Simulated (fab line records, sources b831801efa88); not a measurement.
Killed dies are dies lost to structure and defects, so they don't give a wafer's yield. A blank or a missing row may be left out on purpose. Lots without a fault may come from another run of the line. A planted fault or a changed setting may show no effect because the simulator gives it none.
Which tool did it? | flow sky130 | 12 lots, 36 wafers sampled, at 2 steps of a route of 708

WHAT THE GAUGES READ, wafer by wafer
SKY_METAL3_OVL_MEAS_14. Usual: METAL3_OVL 5 nm, standard deviation 5.3.
lot  | measured     | on         | METAL3_OVL (nm) | flag
L346 | day 38 09:31 | overlay-02 | 8 3 7           |
L347 | day 38 21:43 | overlay-01 | -3 2 8          |
L348 | day 39 14:58 | overlay-02 | -4 3 3          |
L349 | day 39 18:58 | overlay-01 | 1 5 3           |
L354 | day 40 21:40 | overlay-02 | 17 8 9          |
L361 | day 43 06:52 | overlay-01 | 14 9 7          |
L362 | day 43 17:11 | overlay-02 | 10 7 11         |
L364 | day 44 10:07 | overlay-02 | 2 10 6          |
L365 | day 44 10:53 | overlay-01 | 2 -10 -6        |
L366 | day 44 11:41 | overlay-02 | 15 13 4         |
L368 | day 44 20:34 | overlay-01 | 6 5 8           |
L369 | day 45 07:32 | overlay-02 | 4 10 6          |

WHICH TOOL RAN EACH LOT (tool, then ch and the chambers of the sampled wafers, then the start)
lot  | SKY_VIA1_STRIP_17
L346 | wet_bench-04 ch 0, day 33 17:25
L347 | wet_bench-04 ch 2, day 34 05:56
L348 | wet_bench-02 ch 0, day 35 02:55
L349 | wet_bench-02 ch 0, day 35 06:55
L354 | wet_bench-02 ch 2, day 36 12:35
L361 | wet_bench-01 ch 0, day 39 01:04
L362 | wet_bench-01 ch 3, day 39 13:56
L364 | wet_bench-01 ch 1, day 40 08:08
L365 | wet_bench-04 ch 0, day 40 08:10
L366 | wet_bench-04 ch 2, day 40 08:50
L368 | wet_bench-02 ch 2, day 40 19:23
L369 | wet_bench-04 ch 0, day 41 04:08
- SKY_VIA1_STRIP_17: strips in post etch residue remover, time 1200 s.

WHAT THE TOOLS THEMSELVES READ (means of the sampled wafers that have a number; where no wafer has one, the mark that the record gives instead)
The record holds no such reading with a usual standard deviation.

THE ANSWER, worked out from the rows above alone
Rule: a lot is off if the mean of its wafers that have a number lies more than 3 standard deviations from the usual mean. A lot without any number at a reading at which 4 lots or more have one is off too. The other lots that the step has rows for count as sound. The gauges are gone through in route order, then the tools' own readings, and for those a lot's mean is taken as printed above. The first step at which some lot is off is used, and at that step the reading that is off furthest; a lot without a number counts as furthest.
No lot is off at any reading shown: from this, nothing can be told.

WHAT THE SIMULATOR HAD PUT IN
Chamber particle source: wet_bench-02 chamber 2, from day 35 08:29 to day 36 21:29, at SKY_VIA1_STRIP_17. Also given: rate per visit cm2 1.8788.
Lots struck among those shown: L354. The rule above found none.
